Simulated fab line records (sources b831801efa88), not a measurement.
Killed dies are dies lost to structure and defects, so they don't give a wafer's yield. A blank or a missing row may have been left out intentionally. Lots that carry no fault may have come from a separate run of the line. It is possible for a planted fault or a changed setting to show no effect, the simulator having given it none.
A lot that was struck, set against a sound lot ; flow gf180mcu ; 17 out of 602 route steps
Sound: wafers L853.2, L853.3, L853.5. Wafers L849.1, L849.5, L849.6 were the ones struck. Last of all comes the cause.
For every step that has rows: the tool of each side, followed by ch and its chambers, followed by its first start. Under that, the readings that differ: sound wafers ; struck wafers ; difference of the means ; sigmas: that difference in standard deviations of wafers without a fault.
alike: a reading whose means differ by less than 2 such deviations, as well as words and numbers matching on both sides. not compared: withheld readings; readings where some wafer has no value; bounds like >300 that might hide an equal value; numbers whose values overlap and for which the record gives no deviation.
The two part at a step that has a row with sigmas, a row that says differs or no value, or rows on one side only. Numbers that don't overlap but have no deviation are shown without sigmas and don't part them. A reading that every wafer of one side lacks parts them only if that side has two wafers or more.

first, 4 steps without rows for these wafers: GF_M1_SOFTBAKE_10 (time 60 s); GF_M1_EXPOSE_11 (exposes mask Metal1, target cd 230 nm); GF_M1_PEB_12 (peb time 90 s); GF_M1_DEVELOP_13 (develop time 60 s).
GF_M1_CD_MEAS_14 targets a cd of 230 nm.
  sound: cdSem-02 at day 24 07:59; struck: cdSem-02 at day 22 18:59
  alike: cdNm
GF_M1_OVL_MEAS_15:
  sound: overlay-01 at day 24 08:06; struck: overlay-02 at day 22 19:06
  alike: M1_OVL
GF_M1_METAL_ETCH_16: etches the open film in Cl2/BCl3, stops on SiO2, target depth 750.8 nm, time 125.1 s.
  sound on rieMetal-04 ch 0,1, day 24 08:08; struck on rieMetal-04 ch 0,1, day 22 19:08
reading;sound;struck;difference;sigmas
oesProductAu (a.u.);0.983 0.986 0.977;0.997 0.995 0.990;+0.012;+2
  alike: drypumpMotorCurrentA, rfFwdPowerW, throttleValvePct
  not compared: rfHoursCounterH
GF_M1_STRIP_17: strips in O2/N2.
  sound on plasmaAsher-02 ch 0, day 24 08:16; struck on plasmaAsher-01 ch 0,1, day 22 19:16
  alike: drypumpMotorCurrentA, heaterPowerW, oesProductAu, stripTimeToEndpointS
  not compared: rfHoursCounterH
then, 3 steps without rows for these wafers: GF_M1_STRIP_18 (strips in post etch residue remover, time 1200 s); GF_M1_CLEAN_19 (cleans in DIW); GF_V1_CVD_00 (deposits SiO2, target thk 600 nm, time 100 s).
GF_V1_THK_MEAS_01:
  sound: filmMetro-01 at day 24 08:54; struck: filmMetro-02 at day 22 19:55
  alike: V1_CVD_00_THK
GF_V1_CVD_02: deposits SiO2 from TEOS, target thk 850 nm, time 94.851 s.
  sound on pecvd-01 ch 1,2, day 24 08:57; struck on pecvd-04 ch 1,2, day 22 19:58
reading;sound;struck;difference;sigmas
heaterPowerW (W);708 740 780;530 475 400;-274;-2
rfFwdPowerW (W);594.6 595.7 597.3;837.3 835.2 839.3;+241.4;+99 or more
model.SiO2_of_V1_CVD_02.thkNm (nm);847.7 853.4 859.4;938.4 952.2 954.9;+95.0;
  not compared: sinceWetCleanH
GF_V1_THK_MEAS_03:
  sound: filmMetro-04 at day 24 09:04; struck: filmMetro-04 at day 22 20:02
reading;sound;struck;difference;sigmas
V1_CVD_02_THK (nm);848 854 859;938 953 954;+95;+7
GF_V1_CMP_04: polishes SiO2.
  sound on cmp-02 ch 1,2, day 24 09:07; struck on cmp-02 ch 2,3, day 22 20:09
reading;sound;struck;difference;sigmas
timeToEndpointS (s);81 81 84;106 120 113;+31;+5
  alike: motorCurrentA
GF_V1_BOW_MEAS_05:
  sound: filmMetro-01 at day 24 09:26; struck: filmMetro-02 at day 22 20:24
  alike: V1_BOW
GF_PASSIVATION_PROBE_99:
  sound wafers here have rows in the record (prober-01, day 34 09:14); struck ones have none

== WHERE THEY PART ==
Last at GF_PASSIVATION_PROBE_99 as far as this record goes, first at GF_M1_METAL_ETCH_16.

WHY: what the simulator had put in
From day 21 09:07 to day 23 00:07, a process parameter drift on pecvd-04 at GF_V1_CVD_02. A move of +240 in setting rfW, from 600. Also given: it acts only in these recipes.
